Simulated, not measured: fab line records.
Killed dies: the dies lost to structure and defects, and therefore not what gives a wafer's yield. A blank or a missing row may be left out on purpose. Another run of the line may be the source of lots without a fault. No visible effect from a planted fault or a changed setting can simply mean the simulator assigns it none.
Comparing a struck lot with a sound one / flow sky130 / 14 steps out of a route of 708
Sound: the wafers L801.2, L801.5, L801.6. Struck: wafers L810.1, L810.2, L810.6. Last of all comes the cause.
At each step with rows: each side's tool, then ch and its chambers, then its first start. Under that, the readings that differ: sound wafers / struck wafers / difference of the means / sigmas: that difference in standard deviations of wafers without a fault.
alike: readings with means less than 2 such deviations apart, plus words and numbers identical on both sides. not compared: withheld readings, readings lacking a value on some wafer, bounds such as >300 that could conceal the same value, and numbers that have no deviation in the record and whose values overlap.
A row with sigmas, a row that says differs or no value, or rows on one side alone: a step with any of these is where the two part. When numbers do not overlap yet have no deviation, they are printed without sigmas and do not part them. Lack of a reading on every wafer of one side parts them only where that side has two or more wafers.

first, 4 steps without rows for these wafers: SKY_RES_XHIGH_EXPOSE_04 (exposes mask URPM, target cd 1270 nm); SKY_RES_XHIGH_PEB_05; SKY_RES_XHIGH_DEVELOP_06 (develop time 60 s); SKY_RES_XHIGH_IMPLANT_07.
SKY_RES_XHIGH_STRIP_08: strips in O2/N2.
  sound on plasma-asher-01 ch 0,1, day 27 10:02; struck on plasma-asher-02 ch 0,1, day 30 04:21
  alike: drypump-motor-current-A, oes-product-au, strip-time-to-endpoint-s
  not compared: rf-hours-counter-h
SKY_RES_XHIGH_TW_MEAS_09:
  sound: film-metro-02 at day 27 10:08; struck: film-metro-02 at day 30 04:27
  alike: RES_XHIGH_TW
then, 6 steps without rows for these wafers: SKY_SD_N_DEHYDRATE_00 (time 60 s); SKY_SD_N_HMDS_01 (prime time 60 s); SKY_SD_N_COAT_02 (resist thk 1140 nm); SKY_SD_N_SOFTBAKE_03 (time 60 s); SKY_SD_N_EXPOSE_04 (exposes mask NSDM, target cd 380 nm); SKY_SD_N_PEB_05.
SKY_SD_N_DEVELOP_06: develop time 60 s.
  struck on litho-track-04, day 31 07:29; sound on litho-track-04 ch 0, day 28 13:39
  no value came back on the struck wafers for chill-plate-temp-C (C), develop-time-s (s); on the sound wafers chill-plate-temp-C (C) reads 23.19 23.24 23.11
SKY_SD_N_CD_MEAS_07: target cd 380 nm.
  sound: cd-sem-01 at day 28 13:48; struck: cd-sem-01 at day 31 07:38
reading=cd-nm (nm); sound=377.6 382.2 380.4; struck=- - -; difference=no value on the struck wafers; sigmas=

== WHERE THEY PART ==
Earliest at SKY_SD_N_DEVELOP_06; latest, in this record, at SKY_SD_N_CD_MEAS_07.

WHY: what the simulator had put in
Step skipped in full: litho-track-04, at SKY_SD_N_DEVELOP_06, from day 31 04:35 onward. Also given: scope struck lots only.
